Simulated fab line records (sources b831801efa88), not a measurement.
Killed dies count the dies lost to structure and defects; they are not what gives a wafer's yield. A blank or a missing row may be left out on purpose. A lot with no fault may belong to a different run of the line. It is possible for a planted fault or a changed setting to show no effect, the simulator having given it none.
2 desks looking at one fault -- flow gf180mcu -- each desk has only its own numbers; what lay behind them comes last

THE TOOL OWNER'S DESK: pvdSputter-02
The tool's own readings at GF_M1_SPUTTER_04 (material TiN, target thk 50 nm, time 41.7 s): means of the sampled wafers that have a number, for each lot that ran on this tool. The brackets show how far a lot's mean lies from the usual mean; more than 4 standard deviations puts the lot out of limits, marked OUT.
Columns: A = cathodeDcPowerW at GF_M1_SPUTTER_04, usual 6499.8 W; B = throttleValvePct at GF_M1_SPUTTER_04, usual 29.1 %
lot,first seen here,A,B
L864,day 18 16:42,6500.4,29.5
L870,day 20 16:45,6498.7,28.4
L871,day 21 05:58,6499.1,28.6
Finding of this desk: none of the 3 lots has anything out of limits.

THE METROLOGY DESK
What the gauges read for every lot (on any tool): the sampled wafers with a number, averaged. The brackets show how far a lot's mean lies from the usual mean; more than 4 standard deviations puts the lot out of limits, marked OUT. It has 9 readings; the 7 that lie furthest out on some lot are the ones shown.
Columns: A = CONTACT_W_THK at GF_CONTACT_THK_MEAS_26, usual 301 nm; B = M1_ALCU_RS at GF_M1_RS_MEAS_05, usual 0.0697 ohm/sq; C = cdNm at GF_M1_CD_MEAS_14, usual 229.7 nm; D = M1_OVL at GF_M1_OVL_MEAS_15, usual 3 nm; E = V1_CVD_00_THK at GF_V1_THK_MEAS_01, usual 621 nm; F = V1_CVD_02_THK at GF_V1_THK_MEAS_03, usual 848 nm; G = V1_BOW at GF_V1_BOW_MEAS_05, usual 82 um
lot,first seen here,A,B,C,D,E,F,G
L864,day 18 16:05,303,0.0690,229.2,2,620,852,69
L869,day 20 09:17,301,0.0688,232.4,4,619,834,84
L870,day 20 16:07,302,0.0694,230.4,5,627,859,85
L871,day 21 05:19,300,0.0696,226.1,-10,619,847,84
L875,day 22 10:04,295,0.0696,227.7,4,619,850,83
L880,day 23 22:38,294,0.0694,231.1,7,621,851,87
Finding of this desk: none of the 6 lots has anything out of limits.

BROUGHT TOGETHER
Nothing out of limits was seen by the tool owner's desk.
Nothing out of limits was seen by the metrology desk.

WHAT THE SIMULATOR HAD INSERTED
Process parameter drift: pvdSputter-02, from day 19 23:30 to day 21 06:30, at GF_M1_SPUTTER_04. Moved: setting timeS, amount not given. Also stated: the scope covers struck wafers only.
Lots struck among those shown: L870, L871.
